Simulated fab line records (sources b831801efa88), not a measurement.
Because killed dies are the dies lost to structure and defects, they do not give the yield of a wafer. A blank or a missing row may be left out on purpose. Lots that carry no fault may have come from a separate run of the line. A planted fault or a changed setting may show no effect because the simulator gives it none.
Chamber matching ; flow gf180mcu ; 4 sister chambers for GF_CONTACT_CMP_04 on cmp-01
The step polishes SiO2. 14 wafers are shown with their chamber, then 7 later ones without.

== WAFERS WITH THEIR CHAMBER ==
wafer;chamber;motor-current-A (A);time-to-endpoint-s (s);head-pressure-psi (psi)
L791.1;0;10.9;103;4.015
L791.5;0;10.9;109;3.999
L791.6;1;11.1;109;3.995
L799.1;1;11.6;107;3.986
L799.3;0;10.6;107;4.000
L799.5;3;10.9;107;4.006
L800.2;2;11.0;107;4.007
L800.3;3;10.8;113;3.991
L800.6;2;10.7;115;3.999
L801.1;1;12.2;112;4.006
L801.4;2;11.0;113;4.008
L801.6;3;10.6;113;4.002
L804.2;0;10.9;106;3.997
L804.3;2;10.4;106;3.986

SIGNATURES, as means of the wafers listed above
reading;chamber 0;chamber 1;chamber 2;chamber 3;scatter within a chamber
motor-current-A;10.825;11.633;10.775;10.767;0.311
time-to-endpoint-s;106.25;109.33;110.25;111.00;3.38
head-pressure-psi;4.00275;3.99567;4.00000;3.99967;0.00914
Rule: a wafer's distance from a chamber is the root of the sum, over the readings, of the square of ((its reading less the chamber's mean) divided by the reading's scatter). The wafer belongs to the nearest chamber; if the next one is less than 2 further off, it can't be placed. The scatter: the root of (the sum of the squares of (reading less its chamber's mean) over the shown wafers, divided by (wafers less chambers)).

== WAFERS MISSING THEIR CHAMBER ==
wafer;motor-current-A (A);time-to-endpoint-s (s);head-pressure-psi (psi)
L804.6;11.4;114;4.000
L806.2;10.8;111;3.990
L806.5;11.8;118;3.993
L806.6;10.2;115;3.999
L808.4;10.7;119;3.986
L808.5;12.1;126;3.997
L808.6;11.5;125;4.003

== WHICH CHAMBER EACH WENT THROUGH ==
wafer;from the rows above;in truth
L804.6;can't be placed: 1 or 3 or 2 or 0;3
L806.2;can't be placed: 3 or 2 or 0 or 1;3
L806.5;can't be placed: 1 or 3 or 2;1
L806.6;can't be placed: 3 or 2 or 0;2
L808.4;can't be placed: 3 or 2 or 0 or 1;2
L808.5;can't be placed: 1 or 3 or 2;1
L808.6;can't be placed: 1 or 3 or 2 or 0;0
Correctly placed: 0 of 7. Cannot be placed on the basis of these rows: 7; the candidates contain the true chamber in 7. 0 placed wrongly.
